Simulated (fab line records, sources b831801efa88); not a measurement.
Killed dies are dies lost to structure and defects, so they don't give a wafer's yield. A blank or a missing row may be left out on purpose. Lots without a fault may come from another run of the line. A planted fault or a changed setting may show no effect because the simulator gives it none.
Which tool did it? | flow sky130 | 6 lots, 18 wafers sampled, at 2 steps of a route of 708

WHAT THE GAUGES READ, wafer by wafer
SKY_VIA1_THK_MEAS_01.
lot  | measured     | on            | VIA1_HDPCVD_THK (nm)
L183 | day 35 00:39 | film_metro-02 | 1032 1032 1030
L187 | day 36 08:32 | film_metro-04 | 1029 1035 1019
L191 | day 37 07:47 | film_metro-04 | 1035 1042 1033
L193 | day 38 04:41 | film_metro-04 | 1023 1036 1015
L195 | day 38 15:25 | film_metro-02 | 1026 1020 1040
L199 | day 39 15:32 | film_metro-02 | 1032 1027 1024

WHICH TOOL RAN EACH LOT (tool, then ch and the chambers of the sampled wafers, then the start)
lot  | SKY_DNWELL_EXPOSE_04
L183 | iline_stepper-01 ch 0, day 4 04:23
L187 | iline_stepper-02 ch 0, day 5 03:49
L191 | iline_stepper-02 ch 0, day 5 21:28
L193 | iline_stepper-01 ch 0, day 6 09:40
L195 | iline_stepper-02 ch 0, day 6 19:46
L199 | iline_stepper-02 ch 0, day 7 18:35
- SKY_DNWELL_EXPOSE_04: exposes mask DNM, target cd 3000 nm.

THE ANSWER, worked out from the rows above alone
Rule: what is usual is taken from the lots themselves. Put in order of their means at a reading, lots are off if they are a third of the lots or fewer, leave a main group of 4 or more, and stand apart from it by a gap of 3 or more times the standard deviation of the main group's means; of several such gaps the widest counts. A main group whose means are all the same, to the digits that the tables above print for the reading, isn't used. A lot without any number at a reading at which 4 lots or more have one is off too. The other lots that the step has rows for count as sound.
No lot is off at any reading shown: from this, nothing can be told.

WHAT THE SIMULATOR HAD PUT IN
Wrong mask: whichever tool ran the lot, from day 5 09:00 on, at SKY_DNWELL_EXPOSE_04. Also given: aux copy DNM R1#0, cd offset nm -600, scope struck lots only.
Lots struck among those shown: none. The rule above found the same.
